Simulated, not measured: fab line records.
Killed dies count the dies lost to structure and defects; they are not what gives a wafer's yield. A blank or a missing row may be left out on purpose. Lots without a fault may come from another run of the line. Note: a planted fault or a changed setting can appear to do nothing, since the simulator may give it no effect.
What tool caused it?    flow sky130    11 lots with 33 wafers sampled at 3 steps, on a route of 708 steps

## WHAT EACH GAUGE READ, for each wafer
SKY_PASSIVATION_THK_MEAS_01. Usual: PASSIVATION_CVD_00_THK typically reads 90.0 nm, with standard deviation 1.2.
lot   measured      on             PASSIVATION_CVD_00_THK (nm)  flag
L316  day 44 06:41  film_metro-02  88.4 89.6 91.2               
L319  day 45 00:14  film_metro-02  88.5 91.0 89.5               
L320  day 46 05:41  film_metro-01  88.2 88.7 90.1               
L323  day 47 11:16  film_metro-03  90.6 90.7 91.8               
L327  day 47 21:35  film_metro-03  90.1 88.6 92.2               
L326  day 48 04:04  film_metro-02  89.5 90.4 90.0               
L328  day 48 07:59  film_metro-01  88.1 89.5 89.6               
L329  day 48 09:40  film_metro-02  88.5 88.0 89.7               
L330  day 48 17:04  film_metro-02  89.7 90.3 91.4               
L333  day 48 19:06  film_metro-02  87.9 89.0 88.9               
L338  day 49 16:47  film_metro-01  88.6 90.5 90.4               

SKY_PASSIVATION_THK_MEAS_03. Usual: PASSIVATION_CVD_02_THK typically reads 538 nm, with standard deviation 6.5.
lot   measured      on             PASSIVATION_CVD_02_THK (nm)  flag
L316  day 44 06:58  film_metro-02  537 538 552                  
L319  day 45 00:32  film_metro-01  526 538 534                  
L320  day 46 05:58  film_metro-03  525 534 530                  
L323  day 47 11:33  film_metro-02  542 541 548                  
L327  day 47 21:53  film_metro-01  537 535 551                  
L326  day 48 04:21  film_metro-03  533 541 542                  
L328  day 48 08:16  film_metro-02  526 545 542                  
L329  day 48 09:57  film_metro-03  535 539 625                  OFF
L330  day 48 17:21  film_metro-03  534 534 539                  
L333  day 48 19:23  film_metro-03  533 535 636                  OFF
L338  day 49 17:05  film_metro-01  530 541 544                  

## TOOL THAT RAN EACH LOT (tool first, then ch and the chambers of the sampled wafers, then the start)
lot   SKY_PASSIVATION_CVD_02
L316  pecvd-03 ch 0,2, day 44 06:44
L319  pecvd-01 ch 0,2, day 45 00:18
L320  pecvd-04 ch 0,2, day 46 05:44
L323  pecvd-04 ch 1,2, day 47 11:19
L327  pecvd-04 ch 0,1,2, day 47 21:39
L326  pecvd-04 ch 0,2, day 48 04:07
L328  pecvd-01 ch 0,1,2, day 48 08:02
L329  pecvd-04 ch 0,1,2, day 48 09:43
L330  pecvd-03 ch 0,1, day 48 17:08
L333  pecvd-04 ch 0,1,2, day 48 19:09
L338  pecvd-03 ch 1,2, day 49 16:51
- SKY_PASSIVATION_CVD_02: deposits Si3N4, target thk 540 nm.

## WHAT THE TOOLS THEMSELVES READ (means of the sampled wafers that have a number; where no wafer has one, the mark that the record gives instead)
SKY_PASSIVATION_CVD_02. Usual: heater_power_w reads 681 W (standard deviation 130).
lot   tool      heater_power_w (W)  flag
L316  pecvd-03  664                 
L319  pecvd-01  818                 
L320  pecvd-04  613                 
L323  pecvd-04  636                 
L327  pecvd-04  680                 
L326  pecvd-04  705                 
L328  pecvd-01  796                 
L329  pecvd-04  684                 
L330  pecvd-03  702                 
L333  pecvd-04  671                 
L338  pecvd-03  559                 

## THE ANSWER, worked out from the rows above alone
Rule: lot off if the mean of its wafers having a number is beyond 3 standard deviations from the usual mean. Also off: a lot with no number at a reading for which 4 or more lots have one. Where the step has rows for the other lots, those lots are counted as sound. First the gauges in route order, then the tools' own readings, where a lot's mean is used as printed above. The first step at which some lot is off is used, and at that step the reading that is off furthest; a lot without a number counts as furthest.
Off: L329, L333, seen at SKY_PASSIVATION_THK_MEAS_03 (PASSIVATION_CVD_02_THK).
A tool fits if, at a process step before that reading, it ran every lot that is off, and no sound lot after the first of them. The gauges at SKY_PASSIVATION_THK_MEAS_03 are tried like those tools. One fits: SKY_PASSIVATION_CVD_02 on pecvd-04. Its last sound lot is L326 (day 48 04:07), its first lot that is off L329 (day 48 09:43): a fault that began between those two fits.

## WHAT THE SIMULATOR HAD INSERTED
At SKY_PASSIVATION_CVD_02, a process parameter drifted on pecvd-04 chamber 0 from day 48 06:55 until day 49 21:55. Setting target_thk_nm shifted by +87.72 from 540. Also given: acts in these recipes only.
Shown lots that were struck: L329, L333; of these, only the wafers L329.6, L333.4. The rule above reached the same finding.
